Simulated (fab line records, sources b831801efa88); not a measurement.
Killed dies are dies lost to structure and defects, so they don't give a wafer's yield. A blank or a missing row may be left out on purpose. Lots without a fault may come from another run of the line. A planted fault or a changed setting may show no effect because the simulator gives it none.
fab line records | flow sky130
record lots=5 wafers=15 last_day=49
route steps=708 shown VIA4@648 METAL5@661
lots that met no fault: from a run of the same line without faults
start_h: hours from the record's first day to the start of the lot's first wafer shown | wait_h: hours since the lot's step before | " the same as in the row above | L1.1+2: a row that stands for several wafers | - no value, or no start given | * or withheld: withheld | < > ~ a bound
route shown NAME@n: a module of which the file shows steps, and the number in the route of the first | usual: mean/standard deviation of fault-free wafers | same: alike in all rows | chamber/n: place in a boat | sites: the reading at each site | _std_site: their standard deviation | _edge_site: outer sites' mean less inner sites' | radius_mm: how far each site lies from the wafer's centre | mask NAME#n: copy n | behind: the tool/chamber that last shaped the wafer | hold: why the lot was held/for how many hours/how that ended | device: the transistor (n, p or np) that didn't switch | end of line: the same wafers' tests at the end of the route | a step without rows: its recipe alone | killed: dies lost to structure and defects at the first sort, not the wafer's yield | map: a wafer's dies, x killed, . not, _ none there
set.NAME: the setting as run; set.NAME@STEP: as run at that earlier step | model.NAME: the simulator's own value behind a step, which no gauge read
lots at some steps of the route; a table a step, a row a wafer
services: from which hour (start_h, from the record's first day; less than 0 if before it) a tool's chamber was out of use, for how many hours, and why
## steps
# step SKY_VIA4_PEB_09
# recipe temp_c=withheld time_s=* resist=NOVOLAK
# step SKY_VIA4_DEVELOP_10
# recipe resist=NOVOLAK developer=TMAH develop_time_s=60 dev_temp_c=23
# step SKY_VIA4_OVL_MEAS_11
# usual VIA4_OVL=-0.1/1.3
# columns lot.wafer tool chamber start_h wait_h VIA4_OVL[nm]
L334.1 overlay-02 - 1023.32 0.1 1.2
L334.2 " - " " 0.0
L334.6 " - " " 0.3
L343.2 overlay-01 - 1080.54 0.1 1.2
L343.3 " - " " 0.9
L343.5 " - " " 0.1
L349.1 overlay-01 - 1107.18 0.1 0.5
L349.2 " - " " 1.6
L349.4 " - " " 0.1
L350.2 overlay-01 - 1116.32 0.1 -1.3
L350.3 " - " " -2.0
L350.6 " - " " -1.4
L351.1 overlay-01 - 1121.96 0.1 -0.5
L351.2 " - " " 1.6
L351.6 " - " " -1.1
# step SKY_VIA4_ETCH_12
# recipe target=SiO2 chemistry=C4F8/O2/Ar stop_on=TiN mask_material=NOVOLAK source_w=1500 bias_w=1200 pressure_mtorr=40 c4f8_flow_sccm=withheld O2_flow_sccm=6 Ar_flow_sccm=300 time_s=withheld target_depth_a=5800
# usual oes_product_au=0.926/0.0044
# columns lot.wafer tool chamber start_h wait_h oes_product_au
L334.1 rie_diel-01 0 1023.36 0.0 0.921
L334.2 " 2 " " 0.929
L334.6 " 2 " " 0.928
L343.2 rie_diel-02 0 1080.57 0.0 0.927
L343.3 " 1 " " 0.927
L343.5 " 1 " " 0.926
L349.1 rie_diel-01 3 1107.22 0.0 0.926
L349.2 " 0 " " 0.926
L349.4 " 1 " " 0.928
L350.2 rie_diel-01 3 1116.35 0.0 0.930
L350.3 " 0 " " 0.925
L350.6 " 0 " " 0.925
L351.1 rie_diel-04 3 1122.00 0.0 0.928
L351.2 " 2 " " 0.931
L351.6 " 3 " " 0.925
# step SKY_VIA4_STRIP_13
# recipe chemistry=O2/N2 power_w=1400 pressure_mtorr=1500 platen_temp_c=withheld o2_flow_sccm=3000 n2_flow_sccm=300 overash_fraction=0.5
# usual drypump_motor_current_A=5.98/0.27 oes_product_au=0.710/0.0047 strip_time_to_endpoint_s=12.78/0.037
# columns lot.wafer tool chamber start_h wait_h drypump_motor_current_A oes_product_au rf_hours_counter_h strip_time_to_endpoint_s
L334.1 plasma_asher-03 0 1023.43 - 6.17 0.710 56 12.84
L334.2 " 1 " " 5.50 0.716 56 12.81
L334.6 " 1 " " 5.51 0.711 - 12.81
L343.2 plasma_asher-03 0 1080.64 - 6.15 0.706 62 12.78
L343.3 " 1 " " 5.51 0.711 - 12.80
L343.5 " 0 " " 6.15 0.706 - 12.72
L349.1 plasma_asher-03 0 1107.29 - 6.15 0.710 65 12.81
L349.2 " 1 " " 5.51 0.704 65 12.85
L349.4 " 1 " " 5.52 0.712 - 12.76
L350.2 plasma_asher-01 0 1116.42 - 6.13 0.710 5 12.82
L350.3 " 0 " " 6.14 0.709 - 12.78
L350.6 " 0 " " 6.10 0.714 - 12.78
L351.1 plasma_asher-04 1 1122.07 - 5.66 0.717 102 12.77
L351.2 " 0 " " 6.08 0.708 102 12.82
L351.6 " 0 " " 6.11 0.714 - 12.79
# step SKY_VIA4_STRIP_14
# recipe chemistry=post_etch_residue_remover time_s=1200 temp_c=72.5
# step SKY_VIA4_CLEAN_15
# recipe chemistry=IPA time_s=180 temp_c=25
# step SKY_VIA4_CLEAN_16
# recipe chemistry=O3/DIW dry=n2_spin
# step SKY_VIA4_SPUTTER_17
# recipe material=TiN target_thk_nm=20 chamber_pressure_pa=5 power_w=4000 time_s=80
# usual throttle_valve_pct=29.7/0.81
# columns lot.wafer tool chamber start_h wait_h throttle_valve_pct
L334.1 pvd_sputter-02 - 1024.42 0.0 29.4
L334.2 " - " " 29.6
L334.6 " - " " 28.7
L343.2 pvd_sputter-03 - 1081.27 0.0 29.4
L343.3 " - " " 30.1
L343.5 " - " " 29.4
L349.1 pvd_sputter-03 - 1107.96 0.0 30.1
L349.2 " - " " 30.2
L349.4 " - " " 29.7
L350.2 pvd_sputter-04 - 1117.29 0.0 31.0
L350.3 " - " " 31.0
L350.6 " - " " 31.0
L351.1 pvd_sputter-04 - 1122.70 0.0 30.9
L351.2 " - " " 31.1
L351.6 " - " " 30.2
# step SKY_VIA4_CVD_18
# recipe material=W target_thk_nm=505 time_s=152.14 temp_c=400 pressure_torr=40
# usual heater_power_w=884/130
# columns lot.wafer tool chamber start_h wait_h heater_power_w
L334.1 cvd_w-01 1 1024.48 0.0 1060
L334.2 " 0 " " 766
L334.6 " 1 " " 1085
L343.2 cvd_w-01 0 1081.34 0.0 753
L343.3 " 0 " " 772
L343.5 " 1 " " 1076
L349.1 cvd_w-01 1 1108.02 0.0 1101
L349.2 " 0 " " 748
L349.4 " 0 " " 762
L350.2 cvd_w-02 1 1117.35 0.0 792
L350.3 " 0 " " 918
L350.6 " 1 " " 770
L351.1 cvd_w-01 0 1122.76 0.0 760
L351.2 " 1 " " 1077
L351.6 " 0 " " 752
# step SKY_VIA4_RS_MEAS_19
# recipe thk_meas_gauge=four-point-probe reads=W_of_VIA4_CVD_18+TiN_of_VIA4_SPUTTER_17
# usual VIA4_W_RS=0.2247/0.0027
# columns lot.wafer tool chamber start_h wait_h VIA4_W_RS[ohm/sq]
L334.1 film_metro-02 - 1024.64 0.1 0.2198
L334.2 " - " " 0.2254
L334.6 " - " " 0.2195
L343.2 film_metro-01 - 1081.51 0.1 0.2246
L343.3 " - " " 0.2264
L343.5 " - " " 0.2266
L349.1 film_metro-01 - 1108.17 0.1 0.2269
L349.2 " - " " 0.2276
L349.4 " - " " 0.2280
L350.2 film_metro-02 - 1117.52 0.1 0.2231
L350.3 " - " " 0.2251
L350.6 " - " " 0.2204
L351.1 film_metro-03 - 1122.91 0.1 0.2263
L351.2 " - " " 0.2246
L351.6 " - " " 0.2266
# step SKY_VIA4_THK_MEAS_20
# recipe thk_meas_gauge=xrf reads=W_of_VIA4_CVD_18
# usual VIA4_W_THK=513/7.6
# columns lot.wafer tool chamber start_h wait_h VIA4_W_THK[nm]
L334.1 film_metro-02 - 1024.76 0.1 526
L334.2 " - " " 510
L334.6 " - " " 526
L343.2 film_metro-01 - 1081.62 0.1 516
L343.3 " - " " 515
L343.5 " - " " 513
L349.1 film_metro-01 - 1108.29 0.1 511
L349.2 " - " " 505
L349.4 " - " " 505
L350.2 film_metro-02 - 1117.63 0.1 518
L350.3 " - " " 510
L350.6 " - " " 521
L351.1 film_metro-03 - 1123.03 0.1 503
L351.2 " - " " 507
L351.6 " - " " 500
# step SKY_VIA4_CMP_21
# recipe stop_on=SiO2 t_overpolish_s=25 down_force_psi=3.5 platen_rpm=60 target_thk_nm=0 pad_velocity_m_s=0.94248
# usual motor_current_A=11.2/0.84 overpolish_run_s=25.000/0.009 time_to_endpoint_s=124/4.8
# columns lot.wafer tool chamber start_h wait_h motor_current_A overpolish_run_s time_to_endpoint_s
L334.1 cmp-01 0 1024.87 0.1 11.1 25.005 132
L334.2 " 2 " " 11.6 24.996 130
L334.6 " 3 " " 11.0 25.001 128
L343.3 cmp-02 0 1081.67 0.0 11.1 25.000 125
L343.2 " 2 " " 12.6 24.995 125
L343.5 " 0 " " 10.9 24.998 124
L349.1 cmp-02 3 1108.40 0.1 11.4 0.050 191
L349.2 " 0 " " 11.3 0.052 190
L349.4 " 1 " " 9.2 25.004 126
L350.2 cmp-01 1 1117.74 0.1 11.8 25.009 116
L350.3 " 3 " " 11.9 24.999 122
L350.6 " 1 " " 11.1 25.020 119
L351.2 cmp-01 3 1123.19 0.1 12.1 24.996 121
L351.1 " 1 " " 11.7 25.000 116
L351.6 " 0 " " 11.0 25.001 120
# step SKY_METAL5_SPUTTER_00
# recipe material=Ti target_thk_nm=15 power_w=3000 time_s=10 chamber_pressure_pa=0.4
# usual throttle_valve_pct=29.6/0.63
# columns lot.wafer tool chamber start_h wait_h throttle_valve_pct
L334.1 pvd_sputter-03 - 1025.12 0.2 29.9
L334.2 " - " " 30.2
L334.6 " - " " 30.1
L343.2 pvd_sputter-02 - 1081.97 0.1 29.5
L343.3 " - " " 30.0
L343.5 " - " " 28.9
L349.4 pvd_sputter-02 - 1108.66 0.1 29.2
L350.2 pvd_sputter-01 - 1117.99 0.2 28.7
L350.3 " - " " 29.1
L350.6 " - " " 30.8
L351.1 pvd_sputter-01 - 1123.49 0.1 29.9
L351.2 " - " " 30.8
L351.6 " - " " 30.8
## services
# columns tool chamber start_h hours kind
plasma_asher-01 - 1007.58 1.1 repair
cvd_w-02 - 1012.83 6.9 pm
rie_diel-01 2 1016.31 5.4 repair
cmp-01 - 1019.07 2.2 repair
cvd_w-01 - 1033.14 1.9 repair
cmp-01 - 1047.98 1.9 repair
rie_diel-04 3 1052.17 9.8 repair
plasma_asher-01 - 1055.25 9.0 pm
plasma_asher-01 0 1055.25 9.0 vent_cycle
plasma_asher-01 1 1055.25 9.0 vent_cycle
rie_diel-01 0 1061.07 9.2 repair
plasma_asher-01 0 1064.25 - clean
rie_diel-04 1 1069.35 3.1 repair
cmp-01 - 1073.81 6.7 pm
cmp-02 - 1084.06 4.0 pm
cmp-02 - 1088.06 - consumable_replace:conditioner
cmp-02 - 1088.06 - consumable_replace:pad
pvd_sputter-01 - 1095.58 3.6 repair
rie_diel-02 0 1107.63 2.9 repair
cmp-01 - 1108.87 0.3 repair
cvd_w-01 - 1114.81 2.8 repair
plasma_asher-01 - 1116.96 13.4 repair
rie_diel-02 - 1122.95 0.2 repair
pvd_sputter-02 - 1123.17 2.2 repair
## key
first_sign step=SKY_VIA4_CMP_21 reading=overpolish_run_s direction=down sigmas=99+ usual=25.000 struck=0.051
effect step=SKY_VIA4_CMP_21 reading=time_to_endpoint_s direction=up sigmas=14 usual=* struck=*
met_at SKY_VIA4_CMP_21
struck_wafers L349.1,L349.2
later_rows_left_out L349.1,L349.2
sort_left_out L349.1,L349.2
onset_between 1081.67 1108.40
fault kind=process_parameter_drift tool=cmp-02 chamber=- onset_h=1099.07 steps=SKY_VIA4_CMP_21 channel=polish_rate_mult offset=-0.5 shape=step end_h=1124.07 scope=struck_wafers_only
# sort_left_out: the simulated sort isn't trusted on such a fault, so these wafers' sort isn't shown, and their yield isn't known
# later_rows_left_out: the simulator's readings of these wafers behind a module that went badly wrong aren't trusted and aren't shown, but for the sort
